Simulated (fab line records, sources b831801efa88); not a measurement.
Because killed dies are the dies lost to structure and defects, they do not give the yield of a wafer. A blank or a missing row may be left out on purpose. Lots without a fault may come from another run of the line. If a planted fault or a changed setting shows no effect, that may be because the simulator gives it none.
Which tool did it?    flow sky130    6 lots, 18 wafers sampled, at 2 steps of a route of 708

WHAT THE GAUGES SHOWED, per wafer
SKY_LDD_HVP_TW_MEAS_10.
lot   measured      on             LDD_HVP_TW
L112  day 23 10:39  film_metro-03  448 450 451
L115  day 25 02:03  film_metro-03  449 450 446
L120  day 26 08:04  film_metro-03  402 406 406
L122  day 26 17:38  film_metro-04  401 403 404
L127  day 28 14:25  film_metro-03  443 442 443
L130  day 29 13:55  film_metro-03  451 447 447

TOOL THAT RAN EACH LOT (tool first, then ch and the chambers of the sampled wafers, then the start)
lot   SKY_LDD_HVP_IMPLANT_08
L112  implanter-04 ch 0, day 23 10:24
L115  implanter-04 ch 0, day 25 01:50
L120  implanter-04 ch 0, day 26 07:50
L122  implanter-04 ch 0, day 26 17:23
L127  implanter-03 ch 0, day 28 14:11
L130  implanter-04 ch 0, day 29 13:40
- SKY_LDD_HVP_IMPLANT_08

THE ANSWER, worked out from the rows above alone
Rule: the lots themselves supply what counts as usual. The widest of any qualifying gaps counts: lots, ordered by their means at a reading, are off when they make up no more than a third of the lots, leave a main group of 4 or more, and stand apart from it by 3 or more times the standard deviation of that group's means. A main group is skipped when, at the precision printed for the reading in the tables above, its means are all equal. A lot without any number at a reading at which 4 lots or more have one is off too. Any other lot the step has rows for is counted as sound.
Off: at SKY_LDD_HVP_TW_MEAS_10 (LDD_HVP_TW), L120, L122. Mean 447 and standard deviation 2.7 in the main group.
A tool fits if, at a process step before that reading, it ran every lot that is off, and no sound lot after the first of them. Gauges at SKY_LDD_HVP_TW_MEAS_10: tried the same way as those tools. No candidate that was tried fits.

WHAT THE SIMULATOR HAD PUT IN
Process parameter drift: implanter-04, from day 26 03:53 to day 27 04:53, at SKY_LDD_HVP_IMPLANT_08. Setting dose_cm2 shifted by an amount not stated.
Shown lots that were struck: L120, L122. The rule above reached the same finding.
